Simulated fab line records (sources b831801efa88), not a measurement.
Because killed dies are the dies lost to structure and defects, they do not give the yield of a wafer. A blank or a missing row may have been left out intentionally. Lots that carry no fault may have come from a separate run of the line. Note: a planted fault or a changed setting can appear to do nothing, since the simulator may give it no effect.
Struck lot and sound lot, side by side | flow sky130 | 21 out of 708 route steps
Sound: the wafers L369.2, L369.3, L369.4. Wafers L375.1, L375.4, L375.6 were the ones struck. The cause is given at the end.
Each step with rows lists, per side, the tool, then ch with its chambers, then its first start. Under that, the readings that differ: sound wafers | struck wafers | difference of the means | sigmas: that difference in standard deviations of wafers without a fault.
alike: a reading whose means differ by less than 2 such deviations, as well as words and numbers matching on both sides. not compared: withheld readings; readings where some wafer has no value; bounds like >300 that might hide an equal value; numbers whose values overlap and for which the record gives no deviation.
The two part at a step that has a row with sigmas, a row that says differs or no value, or rows on one side only. Numbers that don't overlap but have no deviation are shown without sigmas and don't part them. A reading that every wafer of one side lacks parts them only if that side has two wafers or more.

first, 5 steps without rows for these wafers: SKY_SD_P_COAT_02 (resist thk 1140 nm); SKY_SD_P_SOFTBAKE_03 (time 60 s); SKY_SD_P_EXPOSE_04 (exposes mask PSDM, target cd 380 nm); SKY_SD_P_PEB_05; SKY_SD_P_DEVELOP_06 (develop time 60 s).
SKY_SD_P_CD_MEAS_07: target cd 380 nm.
  struck on cd-sem-02, day 29 19:49; sound on cd-sem-01, day 27 09:53
  alike: cd-nm
SKY_SD_P_OVL_MEAS_08:
  struck on overlay-01, day 29 19:56; sound on overlay-01, day 27 09:59
  alike: SD_P_OVL
then, 1 step without rows for these wafers: SKY_SD_P_IMPLANT_09.
SKY_SD_P_STRIP_10: strips in O2/N2.
  sound on plasma-asher-04 ch 0,1, day 27 10:10; struck on plasma-asher-03 ch 0,1, day 29 20:07
  alike: drypump-motor-current-A, oes-product-au, strip-time-to-endpoint-s
  not compared: rf-hours-counter-h
SKY_SD_P_TW_MEAS_11:
  struck on film-metro-02, day 29 20:13; sound on film-metro-04, day 27 10:17
  alike: SD_P_TW
then, 2 steps without rows for these wafers: SKY_RES_XHIGH_DEHYDRATE_00 (time 60 s); SKY_RES_XHIGH_HMDS_01 (prime time 60 s).
SKY_RES_XHIGH_COAT_02: resist thk 1140 nm.
  sound on litho-track-03 ch 0, day 28 00:50; struck on litho-track-03 ch 0, day 30 09:43
  reading                                        | sound                | struck               | difference | sigmas
  spin-speed-rpm (rpm)                           | 2998.8 2998.1 2998.6 | 2577.8 2576.7 2576.1 | -421.6     | -99 or more
  model.NOVOLAK_of_RES_XHIGH_COAT_02.thk-nm (nm) | 1139 1140 1135       | 1225 1226 1226       | +88        |
then, 3 steps without rows for these wafers: SKY_RES_XHIGH_SOFTBAKE_03 (time 60 s); SKY_RES_XHIGH_EXPOSE_04 (exposes mask URPM, target cd 1270 nm); SKY_RES_XHIGH_PEB_05.
SKY_RES_XHIGH_DEVELOP_06: develop time 60 s.
  sound on litho-track-03 ch 0, day 28 14:59; struck on litho-track-03 ch 0, day 30 23:04
  reading                                        | sound          | struck         | difference | sigmas
  model.NOVOLAK_of_RES_XHIGH_COAT_02.thk-nm (nm) | 1139 1139 1135 | 1225 1226 1225 | +88        |
then, 1 step without rows for these wafers: SKY_RES_XHIGH_IMPLANT_07.
SKY_RES_XHIGH_STRIP_08: strips in O2/N2.
  sound on plasma-asher-04 ch 0,1, day 28 15:16; struck on plasma-asher-02 ch 0,1, day 30 23:22
  reading                      | sound             | struck            | difference | sigmas
  strip-time-to-endpoint-s (s) | 14.25 14.25 14.22 | 15.24 15.24 15.23 | +1.00      | +28
  alike: drypump-motor-current-A, oes-product-au
  not compared: rf-hours-counter-h
SKY_RES_XHIGH_TW_MEAS_09:
  struck on film-metro-02, day 30 23:28; sound on film-metro-04, day 28 15:22
  alike: RES_XHIGH_TW
-- a jump in the record: the struck wafers' starts before and after are 18 days apart (it breaks off in module RES_XHIGH and resumes in module PAD_OPEN, where the first step shown is number 708 of the route) --
SKY_PAD_OPEN_PROBE_99:
  struck on prober-02, day 48 20:08; sound on prober-02, day 47 06:05
  reading             | sound   | struck   | difference | sigmas
  killed-at-front-end | 11 14 8 | 20 16 22 | +8         | +2
  alike: killed_at_M0_to_M3, killed_at_M4_up, killed-at-contacts, killed-at-other, killed-dies, killed-on-rim, killed-open, killed-short

== WHERE THEY PART ==
First at SKY_RES_XHIGH_COAT_02; last, within this record, at SKY_PAD_OPEN_PROBE_99.

WHY: the cause the simulator had injected
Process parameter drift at SKY_RES_XHIGH_COAT_02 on litho-track-03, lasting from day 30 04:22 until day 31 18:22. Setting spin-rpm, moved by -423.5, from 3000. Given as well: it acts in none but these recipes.
